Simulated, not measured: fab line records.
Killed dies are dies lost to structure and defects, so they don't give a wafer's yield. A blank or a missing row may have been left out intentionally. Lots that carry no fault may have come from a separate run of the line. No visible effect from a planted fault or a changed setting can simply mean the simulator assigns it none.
Which tool is to blame?    flow gf180mcu    13 lots, 39 wafers sampled, at 4 steps of a route of 602

WHAT THE GAUGES READ, wafer by wafer
GF_V5_THK_MEAS_25: measures by xrf. Usual: V5_W_THK 349 nm, standard deviation 6.3.
lot   measured      on             V5_W_THK (nm)  flag
L487  day 27 04:13  film metro-04  360 363 358    
L488  day 27 13:25  film metro-01  341 342 343    
L489  day 27 14:14  film metro-02  344 341 344    
L490  day 28 05:06  film metro-01  348 350 352    
L491  day 28 15:20  film metro-01  349 350 346    
L492  day 29 02:11  film metro-02  343 344 339    
L501  day 31 09:31  film metro-04  354 354 352    
L503  day 32 00:07  film metro-02  341 344 344    
L505  day 32 10:05  film metro-01  356 350 355    
L506  day 32 15:55  film metro-01  348 350 347    
L508  day 33 05:18  film metro-04  347 348 345    
L509  day 33 08:58  film metro-04  348 357 353    
L510  day 33 13:23  film metro-02  347 341 344    

GF_TOP_METAL_THK_MEAS_06: measures by xrf. Usual: TOP_METAL_ALCU_THK 900 nm, standard deviation 9.6.
lot   measured      on             TOP_METAL_ALCU_THK (nm)  flag
L487  day 27 05:07  film metro-04  906 902 911              
L488  day 27 14:34  film metro-01  904 892 907              
L489  day 27 15:28  film metro-04  903 899 888              
L490  day 28 05:48  film metro-04  895 890 887              
L491  day 28 16:02  film metro-01  907 900 903              
L492  day 29 02:53  film metro-01  911 910 907              
L501  day 31 10:13  film metro-01  883 889 887              
L503  day 32 00:49  film metro-03  898 895 900              
L505  day 32 10:47  film metro-03  893 894 899              
L506  day 32 16:37  film metro-03  909 904 902              
L508  day 33 06:00  film metro-03  916 920 918              
L509  day 33 09:40  film metro-01  906 911 907              
L510  day 33 14:05  film metro-03  898 904 905              

GF_PASSIVATION_BOW_MEAS_14. Usual: PASSIVATION_BOW 135 um, standard deviation 9.
lot   measured      on             PASSIVATION_BOW (um)  flag
L487  day 29 00:24  film metro-02  129 127 132           
L488  day 29 08:31  film metro-02  143 137 135           
L489  day 29 09:29  film metro-02  114 120 134           
L490  day 29 21:47  film metro-03  132 138 135           
L491  day 30 07:40  film metro-02  138 142 147           
L492  day 30 17:14  film metro-02  117 126 129           
L501  day 32 22:56  film metro-04  124 133 148           
L503  day 33 12:19  film metro-02  135 147 124           
L505  day 33 21:10  film metro-03  135 138 144           
L506  day 34 04:10  film metro-03  144 147 130           
L508  day 34 15:40  film metro-02  137 143 124           
L509  day 34 18:57  film metro-03  125 130 117           
L510  day 34 23:07  film metro-04  126 127 132           

EACH LOT AND THE TOOL THAT RAN IT (in order: tool; ch and the chambers of the sampled wafers; start)
lot   GF_V1_CVD_00
L487  hdpcvd-01 ch 0,1, day 16 23:56
L488  hdpcvd-01 ch 1,2, day 17 09:53
L489  hdpcvd-01 ch 0,2, day 17 13:19
L490  hdpcvd-02 ch 0,1, day 18 08:12
L491  hdpcvd-02 ch 0,2, day 18 17:56
L492  hdpcvd-01 ch 0,1,2, day 19 08:19
L501  hdpcvd-02 ch 0,1,2, day 22 07:17
L503  hdpcvd-01 ch 0,1,2, day 23 01:55
L505  hdpcvd-01 ch 0,2, day 23 14:58
L506  hdpcvd-01 ch 0,1,2, day 23 23:18
L508  hdpcvd-01 ch 1,2, day 24 15:47
L509  hdpcvd-01 ch 0,1,2, day 24 21:26
L510  hdpcvd-02 ch 0,1,2, day 25 06:13
- GF_V1_CVD_00: deposits SiO2, target thk 600 nm, time 100 s.

WHAT THE TOOLS THEMSELVES READ (means of the sampled wafers that have a number; where no wafer has one, the mark that the record gives instead)
The record holds no such reading with a usual standard deviation.

THE ANSWER, worked out from the rows above alone
Rule: lot off if the mean of its wafers having a number is beyond 3 standard deviations from the usual mean. A lot without any number at a reading at which 4 lots or more have one is off too. The other lots that the step has rows for count as sound. First the gauges in route order, then the tools' own readings, where a lot's mean is used as printed above. At the first step where some lot is off, the reading lying furthest off is the one used; lots without a number count as furthest.
Across all readings shown, no lot is off: no conclusion can be drawn from this.

WHAT THE SIMULATOR HAD PUT IN
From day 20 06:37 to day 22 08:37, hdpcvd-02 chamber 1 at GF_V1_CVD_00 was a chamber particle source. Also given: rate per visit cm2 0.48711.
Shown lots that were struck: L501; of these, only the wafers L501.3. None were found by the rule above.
